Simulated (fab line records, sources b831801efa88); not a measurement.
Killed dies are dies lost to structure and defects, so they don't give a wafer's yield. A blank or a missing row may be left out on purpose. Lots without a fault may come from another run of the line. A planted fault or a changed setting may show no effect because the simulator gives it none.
Chamber matching | flow gf180mcu | GF_V2_CMP_26 on cmp-02: 4 sister chambers
The step polishes, stops on SiO2, t overpolish 15 s, target thk 0 nm. 16 wafers are shown with their chamber, then 8 later ones without.

WAFERS WITH THEIR CHAMBER
wafer  | chamber | motor_current_A (A) | time_to_endpoint_s (s) | overpolish_run_s (s)
L076.1 | 0       | 11.6                | 80                     | 15.015
L076.2 | 1       | 12.6                | 80                     | 14.987
L076.5 | 0       | 12.0                | 80                     | 14.990
L075.2 | 2       | 11.7                | 81                     | 15.006
L075.3 | 0       | 11.4                | 83                     | 15.010
L075.4 | 1       | 12.8                | 85                     | 14.996
L079.2 | 1       | 12.7                | 84                     | 14.992
L079.3 | 3       | 11.7                | 82                     | 14.993
L079.5 | 3       | 11.0                | 87                     | 15.000
L083.1 | 2       | 11.0                | 86                     | 14.978
L083.5 | 3       | 11.2                | 86                     | 15.014
L083.6 | 2       | 11.6                | 86                     | 14.991
L084.2 | 0       | 11.7                | 83                     | 14.996
L084.4 | 1       | 12.9                | 84                     | 15.021
L084.5 | 0       | 12.0                | 84                     | 15.002
L086.1 | 3       | 11.0                | 87                     | 14.988

SIGNATURES (means of the wafers above)
reading            | chamber 0 | chamber 1 | chamber 2 | chamber 3 | scatter within a chamber
motor_current_A    | 11.740    | 12.750    | 11.433    | 11.225    | 0.279
time_to_endpoint_s | 82.00     | 83.25     | 84.33     | 85.50     | 2.28
overpolish_run_s   | 15.00260  | 14.99900  | 14.99167  | 14.99875  | 0.0125
Rule: a wafer's distance from a chamber is the root of the sum, over the readings, of the square of ((its reading less the chamber's mean) divided by the reading's scatter). The wafer belongs to the nearest chamber; if the next one is less than 2 further off, it can't be placed. The scatter: the root of (the sum of the squares of (reading less its chamber's mean) over the shown wafers, divided by (wafers less chambers)).

WAFERS WITHOUT THEIR CHAMBER
wafer  | motor_current_A (A) | time_to_endpoint_s (s) | overpolish_run_s (s)
L086.2 | 13.3                | 90                     | 14.995
L086.4 | 11.5                | 84                     | 15.001
L090.2 | 11.1                | 82                     | 15.002
L090.4 | 11.3                | 87                     | 14.991
L090.5 | 12.9                | 84                     | 14.993
L095.1 | 11.1                | 80                     | 15.001
L095.4 | 11.9                | 84                     | 15.001
L095.5 | 11.2                | 84                     | 14.998

WHICH CHAMBER EACH WENT THROUGH
wafer  | from the rows above          | in truth
L086.2 | 1                            | 1
L086.4 | can't be placed: 2 or 3 or 0 | 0
L090.2 | can't be placed: 3 or 2 or 0 | 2
L090.4 | can't be placed: 3 or 2 or 0 | 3
L090.5 | 1                            | 1
L095.1 | can't be placed: 2 or 0 or 3 | 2
L095.4 | can't be placed: 0 or 2 or 3 | 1
L095.5 | can't be placed: 3 or 2 or 0 | 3
Placed correctly: 2 of 8. Can't be placed from these rows: 6 (the true chamber is among the candidates in 5). Placed wrongly: 0.
